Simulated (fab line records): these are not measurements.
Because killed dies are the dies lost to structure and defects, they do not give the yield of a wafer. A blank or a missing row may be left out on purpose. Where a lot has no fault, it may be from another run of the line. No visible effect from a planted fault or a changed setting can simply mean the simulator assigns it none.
Chamber matching + flow gf180mcu + GF_V1_ETCH_16 on rie_diel-01: 4 sister chambers
The step etches BARC in N2/H2. 33 wafers are shown with their chamber, then 12 later ones without.

== WAFERS, EACH WITH ITS CHAMBER ==
| wafer  | chamber | drypump_motor_current_A (A) | throttle_valve_pct (%) | oes_product_au (a.u.) |
|--------|---------|-----------------------------|------------------------|-----------------------|
| L075.2 | 1       | 5.6                         | 13.220                 | 0.846                 |
| L075.3 | 2       | 5.2                         | 13.233                 | 0.845                 |
| L075.5 | 3       | 6.1                         | 13.237                 | 0.864                 |
| L079.2 | 2       | 5.2                         | 13.230                 | 0.857                 |
| L079.3 | 1       | 5.6                         | 13.234                 | 0.858                 |
| L079.6 | 1       | 5.6                         | 13.233                 | 0.850                 |
| L080.1 | 1       | 5.6                         | 13.211                 | 0.856                 |
| L080.2 | 0       | 6.0                         | 13.219                 | 0.851                 |
| L080.4 | 3       | 6.0                         | 13.225                 | 0.856                 |
| L081.1 | 2       | 5.2                         | 13.222                 | 0.862                 |
| L081.2 | 1       | 5.6                         | 13.216                 | 0.861                 |
| L081.3 | 3       | 6.0                         | 13.212                 | 0.861                 |
| L081.4 | 0       | 6.0                         | 13.232                 | 0.856                 |
| L081.5 | 1       | 5.6                         | 13.228                 | 0.850                 |
| L081.6 | 0       | 6.0                         | 13.233                 | 0.858                 |
| L084.1 | 2       | 5.2                         | 13.220                 | 0.858                 |
| L084.2 | 3       | 6.1                         | 13.226                 | 0.862                 |
| L084.3 | 0       | 6.0                         | 13.230                 | 0.857                 |
| L084.4 | 1       | 5.6                         | 13.206                 | 0.862                 |
| L084.5 | 0       | 6.0                         | 13.228                 | 0.859                 |
| L084.6 | 1       | 5.6                         | 13.219                 | 0.854                 |
| L085.2 | 2       | 5.2                         | 13.225                 | 0.851                 |
| L085.5 | 0       | 6.0                         | 13.227                 | 0.852                 |
| L085.6 | 3       | 6.0                         | 13.224                 | 0.857                 |
| L089.1 | 3       | 6.0                         | 13.214                 | 0.853                 |
| L089.2 | 1       | 5.6                         | 13.213                 | 0.857                 |
| L089.3 | 0       | 6.0                         | 13.228                 | 0.855                 |
| L091.2 | 0       | 6.0                         | 13.222                 | 0.860                 |
| L091.3 | 3       | 6.0                         | 13.229                 | 0.859                 |
| L091.4 | 2       | 5.2                         | 13.220                 | 0.857                 |
| L092.1 | 0       | 6.0                         | 13.224                 | 0.848                 |
| L092.2 | 3       | 6.0                         | 13.225                 | 0.853                 |
| L092.3 | 2       | 5.2                         | 13.216                 | 0.851                 |

SIGNATURES (averages over the wafers above)
| reading                 | chamber 0 | chamber 1 | chamber 2 | chamber 3 | scatter within a chamber |
|-------------------------|-----------|-----------|-----------|-----------|--------------------------|
| drypump_motor_current_A | 6.000     | 5.600     | 5.200     | 6.025     | 0.0227                   |
| throttle_valve_pct      | 13.22700  | 13.22000  | 13.22371  | 13.22400  | 0.00744                  |
| oes_product_au          | 0.85511   | 0.85489   | 0.85443   | 0.85813   | 0.00482                  |
Rule: for a wafer and a chamber, the distance is found by dividing, reading by reading, the gap between the wafer's reading and the chamber's mean by the reading's scatter, squaring, summing and taking the root. The wafer belongs to the nearest chamber; if the next one is less than 2 further off, it can't be placed. The scatter: the root of (the sum of the squares of (reading less its chamber's mean) over the shown wafers, divided by (wafers less chambers)).

== WAFERS MISSING THEIR CHAMBER ==
| wafer  | drypump_motor_current_A (A) | throttle_valve_pct (%) | oes_product_au (a.u.) |
|--------|-----------------------------|------------------------|-----------------------|
| L092.4 | 5.6                         | 13.233                 | 0.850                 |
| L092.5 | 6.0                         | 13.229                 | 0.850                 |
| L092.6 | 6.0                         | 13.229                 | 0.858                 |
| L093.2 | 6.0                         | 13.239                 | 0.849                 |
| L093.3 | 5.6                         | 13.221                 | 0.855                 |
| L093.5 | 5.6                         | 13.241                 | 0.849                 |
| L094.2 | 5.2                         | 13.234                 | 0.855                 |
| L094.3 | 6.1                         | 13.225                 | 0.861                 |
| L094.4 | 5.6                         | 13.225                 | 0.857                 |
| L097.1 | 6.0                         | 13.231                 | 0.854                 |
| L097.2 | 6.0                         | 13.224                 | 0.849                 |
| L097.4 | 5.6                         | 13.209                 | 0.850                 |

== THE CHAMBER EACH PASSED THROUGH ==
| wafer  | from the rows above     | in truth |
|--------|-------------------------|----------|
| L092.4 | 1                       | 1        |
| L092.5 | can't be placed: 0 or 3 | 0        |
| L092.6 | can't be placed: 0 or 3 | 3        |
| L093.2 | can't be placed: 0 or 3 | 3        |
| L093.3 | 1                       | 1        |
| L093.5 | 1                       | 1        |
| L094.2 | 2                       | 2        |
| L094.3 | can't be placed: 3 or 0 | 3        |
| L094.4 | 1                       | 1        |
| L097.1 | can't be placed: 0 or 3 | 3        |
| L097.2 | can't be placed: 0 or 3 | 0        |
| L097.4 | 1                       | 1        |
Correct placement for 6 of the 12. From these rows, 6 cannot be placed; in 6 the true chamber is one of the candidates. Wrongly placed: 0.
